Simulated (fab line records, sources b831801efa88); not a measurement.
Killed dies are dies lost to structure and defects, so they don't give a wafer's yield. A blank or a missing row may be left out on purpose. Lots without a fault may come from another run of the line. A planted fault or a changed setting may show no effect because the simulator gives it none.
Split-lot experiment | flow sfq_line | 5 lots, 23 wafers read, on a route of 325 steps

THE SPLIT
At SFQ_TRILAYER_I3_VIA_LITHO_EXPOSE_086 (exposes mask I3, target cd 500 nm), the setting dose_mj was moved away from the recipe's 21.3 on 8 of the 23 wafers read, by -4.0% to +6.0%. The other wafers ran this setting at the recipe's value.

FROM THE SPLIT TO THE READING: what the file shows between them, 3 steps
- SFQ_TRILAYER_I3_VIA_LITHO_PEB_088: peb time 60 s
- SFQ_TRILAYER_I3_VIA_LITHO_DEVELOP_087: time 60 s
- SFQ_TRILAYER_I3_VIA_BARC_OPEN_VIA_ETCH_121: etches BARC in O2, target depth 125 nm, time 41.7 s

THE READING
I3.cd_nm (the simulator's own value, which no gauge read), in nm, at SFQ_TRILAYER_I3_VIA_ETCH_VIA_ETCH_088 (etches SiO2 in CHF3, stops on Nb, target depth 260 nm). The file gives no usual value for it. The 15 wafers here that ran the recipe average 500.2 nm, standard deviation 1.7 nm.

wafer  | tool, chamber at the split | dose_mj as run | against the recipe | I3.cd_nm, nm | against lot-mates on the recipe
L074.1 | krf_scanner-01, 0          | 21.3           | recipe             | 500          | -
L074.2 | krf_scanner-01, 0          | 21.3           | recipe             | 499          | -
L074.3 | krf_scanner-01, 0          | 21.3           | recipe             | 499.2        | -
L074.4 | krf_scanner-01, 0          | 21.3           | recipe             | 499.4        | -
L074.6 | krf_scanner-01, 0          | 21.3           | recipe             | 499.7        | -
L076.1 | krf_scanner-01, 0          | 22.39          | +5.1%              | 508.5        | +7.7
L076.2 | krf_scanner-01, 0          | 22.39          | +5.1%              | 509.7        | +8.9
L076.3 | krf_scanner-01, 0          | 21.3           | recipe             | 500.3        | -
L076.5 | krf_scanner-01, 0          | 21.3           | recipe             | 501.3        | -
L076.6 | krf_scanner-01, 0          | 22.39          | +5.1%              | 508.7        | +7.9
L080.1 | krf_scanner-01, 0          | 21.3           | recipe             | 503.2        | -
L080.2 | krf_scanner-01, 0          | 22.58          | +6.0%              | 507.4        | +7.6
L080.3 | krf_scanner-01, 0          | 21.3           | recipe             | 495.8        | -
L080.4 | krf_scanner-01, 0          | 22.58          | +6.0%              | 509.1        | +9.3
L080.5 | krf_scanner-01, 0          | 21.3           | recipe             | 500.5        | -
L081.1 | krf_scanner-01, 0          | 20.44          | -4.0%              | 492          | -8.6
L081.2 | krf_scanner-01, 0          | 20.44          | -4.0%              | 493.1        | -7.5
L081.4 | krf_scanner-01, 0          | 20.44          | -4.0%              | 494.1        | -6.5
L081.5 | krf_scanner-01, 0          | 21.3           | recipe             | 501.3        | -
L081.6 | krf_scanner-01, 0          | 21.3           | recipe             | 499.9        | -
L082.1 | krf_scanner-01, 0          | 21.3           | recipe             | 499.2        | -
L082.2 | krf_scanner-01, 0          | 21.3           | recipe             | 502.5        | -
L082.4 | krf_scanner-01, 0          | 21.3           | recipe             | 501.2        | -

THE FIT
A straight line over all 23 wafers: I3.cd_nm changes by +1.6 nm for each +1% of dose_mj; r = +0.95; the points scatter about the line by 1.6 nm.
The same after taking each lot's own level away (the mean of its wafers on the recipe; 23 wafers): +1.61 nm for each +1%; r = +0.96; scatter 1.5 nm.
On that fit, the largest move of dose_mj shifts the reading by 9.7 nm.
The lots' own levels span 499.46 to 500.97 nm, that is 0.9 times the standard deviation above.
So the lot-to-lot level changes the slope little: the two slopes agree.
Check: with one of the wafers moved furthest among these (+6.0%) left out of the fit, the line predicts +9.87 nm for it against its lot-mates. It came out at +7.57 nm against them.

OTHER SPLITS ON THESE WAFERS
These wafers also went through other splits before the reading. Each is held against what the fit with the lots' levels taken away leaves over:
other split on the same wafers                 | wafers away from the commonest value | r with I3.cd_nm (lot level and that fit taken away)
SFQ_TRILAYER_M3_BARC_OPEN_METAL_ETCH_100 icp_w | 10                                   | +0.36
SFQ_TRILAYER_I3_CMP_CMP_082 down_force_psi     | 7                                    | +0.12

THE WHOLE CHAIN: every reading that the file lists as answering this split, in the file's order
step                                       | what it does                                          | reading                                                   | change (the file's fit)              | r (the file's)
SFQ_TRILAYER_I3_VIA_BARC_OPEN_VIA_ETCH_121 | etches BARC in O2, target depth 125 nm, time 41.7 s   | I3.cd_nm (the simulator's own value, which no gauge read) | +1.54 nm for each +1% of the setting | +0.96
SFQ_TRILAYER_I3_VIA_ETCH_VIA_ETCH_088      | etches SiO2 in CHF3, stops on Nb, target depth 260 nm | I3.cd_nm (the simulator's own value, which no gauge read) | +1.56 nm for each +1% of the setting | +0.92

THE FILE'S OWN FIT
I3.cd_nm changes by +1.56 nm for each +1% of dose_mj, r = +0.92.
